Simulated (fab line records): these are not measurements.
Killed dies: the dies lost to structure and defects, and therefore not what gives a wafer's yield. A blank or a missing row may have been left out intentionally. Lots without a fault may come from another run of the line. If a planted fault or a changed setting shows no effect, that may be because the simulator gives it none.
Comparing a struck lot with a sound one | flow sky130 | 24 out of 708 route steps
Sound: these wafers, L536.1, L536.2, L536.5. Wafers L547.1, L547.3, L547.4 were the ones struck. The cause comes at the end.
Per side, at each step with rows, come the tool, then ch with its chambers, and then its first start. Under that, the readings that differ: sound wafers | struck wafers | difference of the means | sigmas: that difference in standard deviations of wafers without a fault.
alike: readings whose means differ by less than 2 such deviations, and words and numbers that are the same on both sides. not compared: withheld readings, readings that some wafer has no value for, bounds like >300 that may hide the same value, and numbers for which the record gives no deviation and whose values overlap.
Wherever a step has rows on one side only, a row that says differs or no value, or a row with sigmas, the two part there. Numbers that don't overlap but have no deviation are shown without sigmas and don't part them. A reading missing from all wafers of one side parts the sides only when that side holds two or more wafers.

first, 6 steps without rows for these wafers: SKY_PWDE_HMDS_01 (prime time 60 s); SKY_PWDE_COAT_02 (resist thk 3000 nm); SKY_PWDE_SOFTBAKE_03; SKY_PWDE_EXPOSE_04 (exposes mask PWDEM, target cd 840 nm); SKY_PWDE_PEB_05; SKY_PWDE_DEVELOP_06 (develop time 60 s).
SKY_PWDE_OVL_MEAS_07:
  struck on overlay-02, day 7 18:38; sound on overlay-01, day 5 02:26
  alike: PWDE_OVL
following that, these wafers have no rows for 1 step: SKY_PWDE_IMPLANT_08.
SKY_PWDE_STRIP_09: strips in O2/N2.
  sound on plasmaAsher-04 ch 0,1, day 5 02:37; struck on plasmaAsher-04 ch 0,1, day 7 18:49
  alike: drypumpMotorCurrentA, oesProductAu, stripTimeToEndpointS
  not compared: rfHoursCounterH
SKY_PWDE_TW_MEAS_10:
  struck on filmMetro-02, day 7 18:55; sound on filmMetro-04, day 5 02:43
  alike: PWDE_TW
then, 2 steps without rows for these wafers: SKY_NWELL_DEHYDRATE_03 (time 60 s); SKY_NWELL_HMDS_04 (prime time 60 s).
SKY_NWELL_COAT_05: resist thk 3000 nm.
  sound on lithoTrack-04 ch 0, day 5 11:32; struck on lithoTrack-03 ch 0, day 8 05:07
reading                                | sound          | struck         | difference | sigmas
model.coat_of_NWELL_COAT_05.thkNm (nm) | 3000 3002 3001 | 1155 1160 1158 | -1843      | 
then, 3 steps without rows for these wafers: SKY_NWELL_SOFTBAKE_06; SKY_NWELL_EXPOSE_07 (exposes mask NWM, target cd 840 nm); SKY_NWELL_PEB_08.
SKY_NWELL_DEVELOP_09: develop time 60 s.
  sound: lithoTrack-01 ch 0; struck: lithoTrack-01 ch 0
reading                                | sound          | struck         | difference | sigmas
model.coat_of_NWELL_COAT_05.thkNm (nm) | 2996 2998 2996 | 1151 1156 1154 | -1843      | 
SKY_NWELL_OVL_MEAS_10:
  struck on overlay-01, day 8 15:43; sound on overlay-02, day 5 20:34
  alike: NWELL_00_OVL
then, 3 steps without rows for these wafers: SKY_NWELL_IMPLANT_11; SKY_NWELL_IMPLANT_12; SKY_NWELL_IMPLANT_13.
SKY_NWELL_STRIP_14: strips in O2/N2.
  sound on plasmaAsher-03 ch 0,1, day 5 21:04; struck on plasmaAsher-03 ch 0,1, day 8 16:13
reading                  | sound             | struck            | difference | sigmas
oesProductAu (a.u.)      | 0.723 0.730 0.720 | 0.705 0.717 0.718 | -0.011     | -2
stripTimeToEndpointS (s) | 36.92 36.93 36.92 | 15.33 15.38 15.33 | -21.58     | -99 or more
  alike: drypumpMotorCurrentA
  not compared: rfHoursCounterH
SKY_NWELL_TW_MEAS_15:
  struck on filmMetro-04, day 8 16:19; sound on filmMetro-04, day 5 21:10
  alike: NWELL_TW
-- the record jumps here: 41 days lie between the struck wafers' starts before and after (it left off in module NWELL and takes up again in module PAD_OPEN, whose first step shown is number 708 of the route) --
SKY_PAD_OPEN_PROBE_99:
  struck on prober-01, day 49 17:33; sound on prober-01, day 47 03:29
reading                                | sound                         | struck                        | difference | sigmas
model.etest.pfet_16v.rOnOhmUm          | 1.492e+04 1.476e+04 1.453e+04 | 1.663e+04 1.645e+04 1.667e+04 | +1.847e+03 | 
model.etest.nfet_16v.rOnOhmUm          | 1.405e+04 1.406e+04 1.402e+04 | 1.346e+04 1.332e+04 1.342e+04 | -6.433e+02 | 
model.etest.resNwell.lineOhmUm         | 1140 1090 1103                | 925.2 927.2 936.9             | -181.2     | 
model.etest.resNwell.widthNm (nm)      | 823.4 820.9 819.6             | 1010 1012 1016                | +191       | 
model.etest.resIsoPwell.widthNm (nm)   | 2661 2670 2655                | 2533 2540 2536                | -126       | 
model.etest.pfet_16v.driveUaUm         | 249.5 251.8 252.5             | 216.8 219.3 215.8             | -34.0      | 
model.etest.isoNwellNwell.leakLog10AUm | -13.75 -13.79 -13.61          | -11.8 -12.24 -12.1            | +1.7       | 
  alike: killed_at_M0_to_M3, killed_at_M4_up, killedAtContacts, killedAtFrontEnd, killedAtOther, killedDies, killedOpen, killedShort
  not compared: model.etest.nfet_16v.driveUaUm

== WHERE THEY PART ==
SKY_NWELL_STRIP_14 only, going by this record. Later steps at which nothing parts them and some readings are alike: SKY_NWELL_TW_MEAS_15, SKY_PAD_OPEN_PROBE_99.

WHY: whatever the simulator had introduced
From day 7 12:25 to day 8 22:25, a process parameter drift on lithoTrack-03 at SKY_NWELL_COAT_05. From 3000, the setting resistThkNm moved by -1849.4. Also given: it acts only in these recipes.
